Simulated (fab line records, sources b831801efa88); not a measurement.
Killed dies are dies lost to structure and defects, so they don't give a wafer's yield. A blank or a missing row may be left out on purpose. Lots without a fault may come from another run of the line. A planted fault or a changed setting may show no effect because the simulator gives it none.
Which tool did it? | flow gf180mcu | 14 lots, 42 wafers sampled, at 5 steps of a route of 602

WHAT THE GAUGES READ, wafer by wafer
GF_STI_THK_MEAS_30. Usual: STI_OXIDATION_02_THK 9.88 nm, standard deviation 0.21.
lot  | measured    | on            | STI_OXIDATION_02_THK (nm) | flag
L741 | day 2 10:31 | film_metro-03 | 9.70 9.68 9.62            |
L742 | day 2 16:49 | film_metro-02 | 9.78 9.77 9.67            |
L743 | day 2 21:49 | film_metro-02 | 9.55 9.61 9.53            |
L744 | day 3 02:23 | film_metro-03 | 9.61 9.67 9.64            |
L745 | day 3 08:37 | film_metro-01 | 9.71 9.65 9.71            |
L747 | day 3 22:56 | film_metro-01 | 10.00 10.05 9.99          |
L748 | day 4 00:20 | film_metro-01 | 9.81 9.82 9.77            |
L752 | day 4 21:52 | film_metro-02 | 9.92 9.91 10.02           |
L756 | day 5 20:12 | film_metro-02 | 9.93 9.91 9.92            |
L759 | day 6 05:45 | film_metro-01 | 10.14 10.20 10.38         |
L760 | day 6 15:08 | film_metro-02 | 10.19 10.27 10.45         |
L761 | day 6 21:44 | film_metro-02 | 9.74 9.70 9.62            |
L763 | day 7 06:23 | film_metro-02 | 9.95 9.93 9.84            |
L762 | day 7 06:24 | film_metro-03 | 9.83 9.73 10.07           |

GF_MVPSD_OVL_MEAS_07. Usual: MVPSD_OVL 0.2 nm, standard deviation 1.3.
lot  | measured     | on         | MVPSD_OVL (nm) | flag
L741 | day 5 06:58  | overlay-01 | 0.5 -0.7 -1.1  |
L742 | day 5 10:27  | overlay-02 | 0.3 1.4 -0.1   |
L743 | day 5 14:04  | overlay-01 | 1.4 -0.6 0.7   |
L744 | day 5 19:22  | overlay-01 | -2.4 -1.2 -1.4 |
L745 | day 6 00:52  | overlay-02 | 0.4 0.9 -1.0   |
L747 | day 6 16:37  | overlay-01 | 2.1 1.2 2.5    |
L748 | day 6 19:25  | overlay-02 | 0.4 1.2 1.4    |
L752 | day 7 19:19  | overlay-01 | 1.9 0.2 2.1    |
L756 | day 9 03:22  | overlay-02 | -1.6 0.7 -2.0  |
L759 | day 9 14:16  | overlay-02 | -0.1 0.2 -1.5  |
L760 | day 10 03:34 | overlay-02 | -1.6 -2.1 -1.5 |
L761 | day 10 11:04 | overlay-01 | -2.6 -1.8 -1.9 |
L763 | day 10 20:49 | overlay-02 | 1.4 1.1 0.9    |
L762 | day 10 20:31 | overlay-01 | 2.0 1.2 0.4    |

GF_VT_IMPLANT_OVL_MEAS_07. Usual: VT_IMPLANT_OVL -0.8 nm, standard deviation 1.2.
lot  | measured     | on         | VT_IMPLANT_OVL (nm) | flag
L741 | day 5 15:22  | overlay-02 | -1.9 -1.8 -1.7      |
L742 | day 5 23:00  | overlay-01 | -2.0 -2.7 -0.9      |
L743 | day 6 04:37  | overlay-01 | -1.7 -0.9 -2.6      |
L744 | day 6 10:36  | overlay-02 | 2.7 -0.6 1.3        |
L745 | day 6 16:07  | overlay-01 | -0.7 0.0 -1.3       |
L747 | day 7 08:27  | overlay-02 | -3.2 -1.2 -1.1      |
L748 | day 7 10:34  | overlay-02 | 0.2 -0.6 3.2        |
L752 | day 8 11:40  | overlay-02 | -1.9 -1.8 0.6       |
L756 | day 9 21:19  | overlay-01 | -1.2 -1.3 -3.3      |
L759 | day 10 08:25 | overlay-02 | -2.3 -1.1 -2.3      |
L760 | day 10 21:52 | overlay-02 | -0.9 -2.0 -1.4      |
L761 | day 11 05:12 | overlay-02 | -0.1 0.5 0.9        |
L763 | day 11 16:04 | overlay-02 | -1.7 -0.8 -0.9      |
L762 | day 11 15:46 | overlay-02 | -0.8 -0.1 1.2       |

GF_VT_IMPLANT_RS_MEAS_47: measures by four-point-probe. Usual: NWELL_RS 488.3 ohm/sq, standard deviation 1.1.
lot  | measured     | on            | NWELL_RS (ohm/sq) | flag
L741 | day 7 14:12  | film_metro-02 | 488.4 488.1 488.2 |
L742 | day 7 21:52  | film_metro-04 | 488.8 488.9 488.9 |
L743 | day 8 06:32  | film_metro-01 | 487.7 489.0 489.5 |
L744 | day 8 09:46  | film_metro-01 | 490.1 490.2 489.5 |
L745 | day 8 18:30  | film_metro-02 | 508.1 507.6 508.1 | OFF
L747 | day 9 11:58  | film_metro-01 | 506.2 508.1 506.3 | OFF
L748 | day 9 12:52  | film_metro-01 | 487.8 487.8 488.5 |
L752 | day 10 17:08 | film_metro-04 | 489.2 489.0 487.6 |
L756 | day 12 06:53 | film_metro-02 | 487.8 487.3 488.7 |
L759 | day 12 17:44 | film_metro-04 | 489.0 490.3 490.1 |
L760 | day 13 10:34 | film_metro-02 | 487.7 485.7 486.5 |
L761 | day 13 15:43 | film_metro-02 | 487.6 488.0 487.0 |
L763 | day 14 09:28 | film_metro-01 | 488.5 486.5 489.0 |
L762 | day 14 04:11 | film_metro-01 | 487.4 488.8 488.5 |

WHICH TOOL RAN EACH LOT (tool, then ch and the chambers of the sampled wafers, then the start)
lot  | GF_NWELL_IMPLANT_09
L741 | implanter-01 ch 0, day 3 13:28
L742 | implanter-04 ch 0, day 3 18:53
L743 | implanter-03 ch 0, day 4 00:52
L744 | implanter-03 ch 0, day 4 05:53
L745 | implanter-03 ch 0, day 4 10:46
L747 | implanter-03 ch 0, day 5 02:20
L748 | implanter-01 ch 0, day 5 04:26
L752 | implanter-04 ch 0, day 5 21:06
L756 | implanter-04 ch 0, day 7 02:08
L759 | implanter-01 ch 0, day 7 12:28
L760 | implanter-03 ch 0, day 7 22:53
L761 | implanter-04 ch 0, day 8 06:23
L763 | implanter-04 ch 0, day 8 14:30
L762 | implanter-03 ch 0, day 8 14:22
- GF_NWELL_IMPLANT_09

WHAT THE TOOLS THEMSELVES READ (means of the sampled wafers that have a number; where no wafer has one, the mark that the record gives instead)
GF_NWELL_IMPLANT_09. Usual: dose_ions_cm2 4e+12, standard deviation 4.4e+09; end_station_pressure_torr 4.99e-06 Torr, standard deviation 2.8e-07; faraday_current_uA 22.5, standard deviation 0.46.
lot  | tool         | dose_ions_cm2 | end_station_pressure_torr (Torr) | faraday_current_uA | flag
L741 | implanter-01 | 4e+12         | 5.17e-06                         | 22.4               |
L742 | implanter-04 | 4e+12         | 4.65e-06                         | 22.4               |
L743 | implanter-03 | 4e+12         | 5.04e-06                         | 22.5               |
L744 | implanter-03 | 4e+12         | 4.82e-06                         | 22.7               |
L745 | implanter-03 | 3e+12         | 4.54e-06                         | 17.1               | OFF
L747 | implanter-03 | 3e+12         | 4.81e-06                         | 16.8               | OFF
L748 | implanter-01 | 4e+12         | 5.10e-06                         | 22.4               |
L752 | implanter-04 | 4e+12         | 4.81e-06                         | 22.4               |
L756 | implanter-04 | 4e+12         | 4.85e-06                         | 22.8               |
L759 | implanter-01 | 4e+12         | 5.22e-06                         | 22.5               |
L760 | implanter-03 | 4e+12         | 4.93e-06                         | 22.1               |
L761 | implanter-04 | 4e+12         | 4.87e-06                         | 22.8               |
L763 | implanter-04 | 4e+12         | 4.94e-06                         | 22.3               |
L762 | implanter-03 | 4e+12         | 5.03e-06                         | 22.4               |

THE ANSWER, worked out from the rows above alone
Rule: a lot is off if the mean of its wafers that have a number lies more than 3 standard deviations from the usual mean. A lot without any number at a reading at which 4 lots or more have one is off too. The other lots that the step has rows for count as sound. The gauges are gone through in route order, then the tools' own readings, and for those a lot's mean is taken as printed above. The first step at which some lot is off is used, and at that step the reading that is off furthest; a lot without a number counts as furthest.
Off: L745, L747, at GF_VT_IMPLANT_RS_MEAS_47 (NWELL_RS).
A tool fits if, at a process step before that reading, it ran every lot that is off, and no sound lot after the first of them. The gauges at GF_VT_IMPLANT_RS_MEAS_47 aren't tried: what is off there is off at GF_NWELL_IMPLANT_09 too, on other tools, and a gauge's error can't cause that. None of those tried fits.

WHAT THE SIMULATOR HAD PUT IN
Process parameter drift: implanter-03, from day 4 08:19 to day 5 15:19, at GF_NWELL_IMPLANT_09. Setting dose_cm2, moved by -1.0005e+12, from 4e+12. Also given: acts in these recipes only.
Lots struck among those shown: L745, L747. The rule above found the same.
